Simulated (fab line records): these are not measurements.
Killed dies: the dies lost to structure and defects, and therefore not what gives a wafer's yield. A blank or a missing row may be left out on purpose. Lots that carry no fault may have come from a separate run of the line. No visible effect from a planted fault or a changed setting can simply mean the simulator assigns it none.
Chamber matching    flow sky130    SKY_POLY_GATE_ETCH_15 on rie-diel-04 has 4 sister chambers
The step etches BARC in N2/H2, stops on SiO2, time 118.5 s, target depth 110 nm. 18 wafers are shown with their chamber, then 9 later ones without.

## WAFERS, EACH WITH ITS CHAMBER
wafer   chamber  drypump-motor-current-A (A)  throttle-valve-pct (%)  oes-product-au (a.u.)
L081.1  2        5.65                         13.186                  0.718
L081.3  1        5.20                         13.230                  0.715
L081.4  1        5.21                         13.223                  0.711
L082.3  0        5.00                         13.213                  0.711
L082.5  1        5.18                         13.210                  0.720
L082.6  2        5.64                         13.204                  0.708
L084.1  3        5.36                         13.216                  0.710
L084.3  0        4.99                         13.214                  0.718
L084.4  2        5.62                         13.200                  0.722
L087.2  1        5.17                         13.218                  0.721
L087.3  3        5.35                         13.214                  0.724
L087.5  3        5.35                         13.228                  0.723
L088.3  1        5.18                         13.224                  0.717
L088.5  0        4.98                         13.212                  0.719
L088.6  1        5.19                         13.238                  0.721
L092.1  0        4.96                         13.219                  0.714
L092.4  2        5.65                         13.218                  0.721
L092.6  1        5.19                         13.210                  0.718

SIGNATURES, as means of the wafers listed above
reading                  chamber 0  chamber 1  chamber 2  chamber 3  scatter within a chamber
drypump-motor-current-A  4.9825     5.1886     5.6400     5.3533     0.0137
throttle-valve-pct       13.21450   13.22186   13.20200   13.21933   0.00961
oes-product-au           0.71550    0.71757    0.71725    0.71900    0.00511
Rule: distance of a wafer from a chamber = root of the sum over the readings of ((wafer's reading minus chamber's mean) / reading's scatter) squared. The wafer belongs to the nearest chamber; if the next one is less than 2 further off, it can't be placed. How the scatter is found: for the shown wafers, subtract from each reading the mean of its chamber, square and add these, divide the total by (wafers less chambers), then take the root.

## WAFERS WHOSE CHAMBER IS MISSING
wafer   drypump-motor-current-A (A)  throttle-valve-pct (%)  oes-product-au (a.u.)
L093.2  5.64                         13.206                  0.722
L093.3  4.98                         13.199                  0.717
L093.5  5.35                         13.206                  0.712
L095.1  4.96                         13.214                  0.712
L095.2  5.34                         13.224                  0.705
L095.5  5.64                         13.207                  0.712
L097.2  4.94                         13.216                  0.713
L097.3  5.36                         13.222                  0.714
L097.4  5.63                         13.199                  0.715

## EACH ONE'S CHAMBER
wafer   from the rows above  in truth
L093.2  2                    2
L093.3  0                    0
L093.5  3                    3
L095.1  0                    0
L095.2  3                    3
L095.5  2                    2
L097.2  0                    0
L097.3  3                    3
L097.4  2                    2
9 of 9 placed correctly. Can't be placed from these rows: 0. Number placed wrongly: 0.
